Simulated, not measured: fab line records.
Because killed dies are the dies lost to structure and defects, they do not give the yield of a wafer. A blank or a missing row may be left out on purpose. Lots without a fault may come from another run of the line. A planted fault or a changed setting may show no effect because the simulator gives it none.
Which tool is to blame?	flow sky130	10 lots with 30 wafers sampled at 5 steps, on a route of 708 steps

## WHAT THE GAUGES READ, wafer by wafer
SKY_CAPM_RS_MEAS_03: the measuring method here is four-point-probe.
lot	measured	on	CAPM_TIN_RS (ohm/sq)
L763	day 36 17:06	film-metro-03	6.86 6.95 6.88
L767	day 37 20:59	film-metro-01	7.07 6.99 6.92
L768	day 38 10:25	film-metro-01	6.99 6.85 6.83
L770	day 38 19:50	film-metro-01	6.94 7.01 6.91
L773	day 40 00:43	film-metro-03	6.97 6.95 6.97
L774	day 40 09:44	film-metro-04	6.91 6.91 6.91
L775	day 40 10:50	film-metro-01	6.90 6.86 6.90
L779	day 41 09:32	film-metro-03	7.09 7.36 7.01
L781	day 41 21:35	film-metro-04	7.01 7.27 7.04
L785	day 43 00:04	film-metro-03	6.79 6.82 6.81

## EACH LOT AND THE TOOL THAT RAN IT (in order: tool; ch and the chambers of the sampled wafers; start)
lot	SKY_CONTACT_ETCH_16	SKY_VIA1_CVD_21	SKY_METAL2_SPUTTER_04	SKY_CAPM_SPUTTER_02
L763	rie-diel-03 ch 0,2,3, day 31 21:28	cvd-w-01 ch 0,1, day 34 07:08	pvd-sputter-01, day 34 07:48	pvd-sputter-02, day 36 16:58
L767	rie-diel-02 ch 0,1,3, day 33 03:03	cvd-w-01 ch 0,1, day 35 12:47	pvd-sputter-04, day 35 13:27	pvd-sputter-02, day 37 20:51
L768	rie-diel-03 ch 1,2, day 33 17:37	cvd-w-01 ch 0,1, day 36 03:13	pvd-sputter-02, day 36 03:51	pvd-sputter-01, day 38 10:16
L770	rie-diel-02 ch 0,1,3, day 34 04:13	cvd-w-01 ch 0,1, day 36 12:17	pvd-sputter-01, day 36 13:10	pvd-sputter-02, day 38 19:42
L773	rie-diel-01 ch 0,1,3, day 35 09:24	cvd-w-02 ch 0,1, day 37 17:51	pvd-sputter-02, day 37 18:37	pvd-sputter-02, day 40 00:36
L774	rie-diel-01 ch 0,1,2, day 35 20:07	cvd-w-01 ch 0,1, day 38 04:22	pvd-sputter-01, day 38 05:02	pvd-sputter-03, day 40 09:37
L775	rie-diel-02 ch 1,3, day 35 20:21	cvd-w-02 ch 0,1, day 38 04:43	pvd-sputter-02, day 38 05:21	pvd-sputter-03, day 40 10:41
L779	rie-diel-01 ch 0,1, day 36 20:24	cvd-w-02 ch 0,1, day 39 02:50	pvd-sputter-02, day 39 04:10	pvd-sputter-02, day 41 09:25
L781	rie-diel-02 ch 0,1,2, day 37 10:37	cvd-w-01 ch 1, day 39 16:44	pvd-sputter-01, day 39 17:23	pvd-sputter-02, day 41 21:27
L785	rie-diel-03 ch 1,2,3, day 38 14:19	cvd-w-01 ch 0, day 40 20:07	pvd-sputter-02, day 40 20:52	pvd-sputter-03, day 42 23:58
- SKY_CONTACT_ETCH_16: etches BARC in N2/H2, stops on SiO2, time 45.9 s, target depth 60 nm.
- SKY_VIA1_CVD_21: deposits W, target thk 270 nm, time 80.902 s.
- SKY_METAL2_SPUTTER_04: material TiN, target thk 70 nm, time 58.3 s.
- SKY_CAPM_SPUTTER_02: material TiN, target thk 200 nm, time 166.7 s.

## THE ANSWER, worked out from the rows above alone
Rule: the lots themselves supply what counts as usual. The widest of any qualifying gaps counts: lots, ordered by their means at a reading, are off when they make up no more than a third of the lots, leave a main group of 4 or more, and stand apart from it by 3 or more times the standard deviation of that group's means. A main group is skipped when, at the precision printed for the reading in the tables above, its means are all equal. Also off: a lot with no number at a reading for which 4 or more lots have one. Where the step has rows for the other lots, those lots are counted as sound.
Across all readings shown, no lot is off: no conclusion can be drawn from this.

## WHAT THE SIMULATOR HAD INSERTED
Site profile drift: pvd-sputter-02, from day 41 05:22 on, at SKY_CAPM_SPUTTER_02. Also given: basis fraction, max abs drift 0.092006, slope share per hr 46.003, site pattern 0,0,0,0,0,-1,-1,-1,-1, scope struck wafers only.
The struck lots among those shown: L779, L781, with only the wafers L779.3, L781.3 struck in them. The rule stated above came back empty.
